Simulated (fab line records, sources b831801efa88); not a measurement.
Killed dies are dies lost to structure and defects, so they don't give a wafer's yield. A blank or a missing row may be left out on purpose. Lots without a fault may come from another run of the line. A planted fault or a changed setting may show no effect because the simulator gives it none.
Which tool did it? | flow gf180mcu | 14 lots, 42 wafers sampled, at 5 steps of a route of 602

WHAT THE GAUGES READ, wafer by wafer
GF_STI_THK_MEAS_24. Usual: STI_CVD_23_THK 651 nm, standard deviation 5.8.
lot  | measured    | on            | STI_CVD_23_THK (nm) | flag
L908 | day 2 03:47 | film_metro-02 | 655 658 664         |
L911 | day 2 18:47 | film_metro-04 | 653 648 649         |
L912 | day 2 23:48 | film_metro-04 | 646 650 641         |
L915 | day 3 15:40 | film_metro-03 | 653 648 650         |
L918 | day 4 07:25 | film_metro-04 | 653 653 650         |
L920 | day 4 17:26 | film_metro-02 | 649 657 650         |
L921 | day 4 22:04 | film_metro-03 | 644 645 649         |
L922 | day 5 04:39 | film_metro-02 | 645 655 648         |
L923 | day 5 09:40 | film_metro-02 | 654 657 661         |
L927 | day 6 07:29 | film_metro-02 | 647 656 648         |
L928 | day 6 10:27 | film_metro-04 | 645 655 648         |
L929 | day 6 15:38 | film_metro-02 | 654 645 642         |
L930 | day 6 20:44 | film_metro-04 | 655 656 649         |
L931 | day 7 02:37 | film_metro-04 | 654 633 647         |

GF_STI_THK_MEAS_30. Usual: STI_OXIDATION_02_THK 9.96 nm, standard deviation 0.17.
lot  | measured    | on            | STI_OXIDATION_02_THK (nm) | flag
L908 | day 2 06:08 | film_metro-02 | 9.86 9.87 9.94            |
L911 | day 2 21:08 | film_metro-02 | 9.85 9.99 9.95            |
L912 | day 3 02:09 | film_metro-03 | 9.99 10.05 9.86           |
L915 | day 3 18:04 | film_metro-03 | 9.92 9.73 9.83            |
L918 | day 4 10:55 | film_metro-03 | 9.75 9.63 9.64            |
L920 | day 4 21:51 | film_metro-04 | 10.04 9.96 9.92           |
L921 | day 5 00:25 | film_metro-02 | 9.75 9.79 9.64            |
L922 | day 5 08:56 | film_metro-04 | 9.83 9.76 9.79            |
L923 | day 5 12:22 | film_metro-04 | 9.78 10.06 10.02          |
L927 | day 6 09:50 | film_metro-04 | 10.03 9.90 9.84           |
L928 | day 6 13:06 | film_metro-03 | 9.75 9.86 9.73            |
L929 | day 6 17:59 | film_metro-02 | 10.12 10.24 10.13         |
L930 | day 6 23:08 | film_metro-03 | 10.11 10.27 10.20         |
L931 | day 7 06:54 | film_metro-02 | 10.07 10.08 9.89          |

GF_MVPSD_OVL_MEAS_07. Usual: MVPSD_OVL -0.3 nm, standard deviation 1.4.
lot  | measured     | on         | MVPSD_OVL (nm) | flag
L908 | day 5 01:28  | overlay-02 | 0.4 -0.9 -2.2  |
L911 | day 5 16:53  | overlay-02 | -3.4 -1.4 -2.9 |
L912 | day 5 23:32  | overlay-01 | 2.5 0.7 2.4    |
L915 | day 6 16:22  | overlay-02 | -1.1 0.4 -1.0  |
L918 | day 7 14:26  | overlay-01 | -2.2 -1.2 -1.9 |
L920 | day 8 02:09  | overlay-01 | 1.1 2.8 0.8    |
L921 | day 8 04:37  | overlay-02 | -1.7 -1.4 0.5  |
L922 | day 8 16:06  | overlay-01 | -0.8 -0.9 0.3  |
L923 | day 8 19:04  | overlay-02 | -4.0 -1.7 -2.8 |
L927 | day 9 19:48  | overlay-02 | 1.5 -0.6 1.4   |
L928 | day 10 00:43 | overlay-02 | 0.6 -0.2 -0.4  |
L929 | day 10 06:09 | overlay-01 | 1.7 2.0 2.3    |
L930 | day 10 13:05 | overlay-02 | -1.4 -0.7 -0.5 |
L931 | day 10 19:05 | overlay-02 | -2.2 -0.8 -2.6 |

GF_VT_IMPLANT_TW_MEAS_10. Usual: VT_IMPLANT_TW 566, standard deviation 4.2.
lot  | measured     | on            | VT_IMPLANT_TW | flag
L908 | day 5 15:28  | film_metro-02 | 564 561 562   |
L911 | day 6 08:29  | film_metro-02 | 563 565 562   |
L912 | day 6 15:22  | film_metro-02 | 563 564 565   |
L915 | day 7 08:57  | film_metro-04 | 572 568 572   |
L918 | day 8 07:10  | film_metro-01 | 562 566 562   |
L920 | day 8 19:36  | film_metro-02 | 548 547 550   | OFF
L921 | day 8 21:46  | film_metro-01 | 547 546 548   | OFF
L922 | day 9 09:20  | film_metro-04 | 569 566 570   |
L923 | day 9 13:02  | film_metro-01 | 560 560 562   |
L927 | day 10 14:08 | film_metro-01 | 563 562 563   |
L928 | day 10 18:47 | film_metro-04 | 571 568 575   |
L929 | day 11 00:32 | film_metro-01 | 565 563 565   |
L930 | day 11 07:44 | film_metro-04 | 570 571 574   |
L931 | day 11 14:16 | film_metro-02 | 562 561 562   |

WHICH TOOL RAN EACH LOT (tool, then ch and the chambers of the sampled wafers, then the start)
lot  | GF_VT_IMPLANT_IMPLANT_08
L908 | implanter-03 ch 0, day 5 15:14
L911 | implanter-04 ch 0, day 6 08:14
L912 | implanter-02 ch 0, day 6 15:09
L915 | implanter-03 ch 0, day 7 08:43
L918 | implanter-03 ch 0, day 8 06:56
L920 | implanter-04 ch 0, day 8 19:21
L921 | implanter-04 ch 0, day 8 21:32
L922 | implanter-03 ch 0, day 9 09:05
L923 | implanter-03 ch 0, day 9 12:47
L927 | implanter-03 ch 0, day 10 13:53
L928 | implanter-03 ch 0, day 10 18:32
L929 | implanter-03 ch 0, day 11 00:17
L930 | implanter-03 ch 0, day 11 07:29
L931 | implanter-03 ch 0, day 11 14:04
- GF_VT_IMPLANT_IMPLANT_08

WHAT THE TOOLS THEMSELVES READ (means of the sampled wafers that have a number; where no wafer has one, the mark that the record gives instead)
The record holds no such reading with a usual standard deviation.

THE ANSWER, worked out from the rows above alone
Rule: a lot is off if the mean of its wafers that have a number lies more than 3 standard deviations from the usual mean. A lot without any number at a reading at which 4 lots or more have one is off too. The other lots that the step has rows for count as sound. The gauges are gone through in route order, then the tools' own readings, and for those a lot's mean is taken as printed above. The first step at which some lot is off is used, and at that step the reading that is off furthest; a lot without a number counts as furthest.
Off: L920, L921, at GF_VT_IMPLANT_TW_MEAS_10 (VT_IMPLANT_TW).
A tool fits if, at a process step before that reading, it ran every lot that is off, and no sound lot after the first of them. The gauges at GF_VT_IMPLANT_TW_MEAS_10 are tried like those tools. One fits: implanter-04 at GF_VT_IMPLANT_IMPLANT_08. Its last sound lot is L911 (day 6 08:14), its first lot that is off L920 (day 8 19:21): a fault that began between those two fits.

WHAT THE SIMULATOR HAD PUT IN
Process parameter drift: implanter-04, from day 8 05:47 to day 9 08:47, at GF_VT_IMPLANT_IMPLANT_08. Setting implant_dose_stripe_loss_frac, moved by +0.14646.
Lots struck among those shown: L920, L921. The rule above found the same.
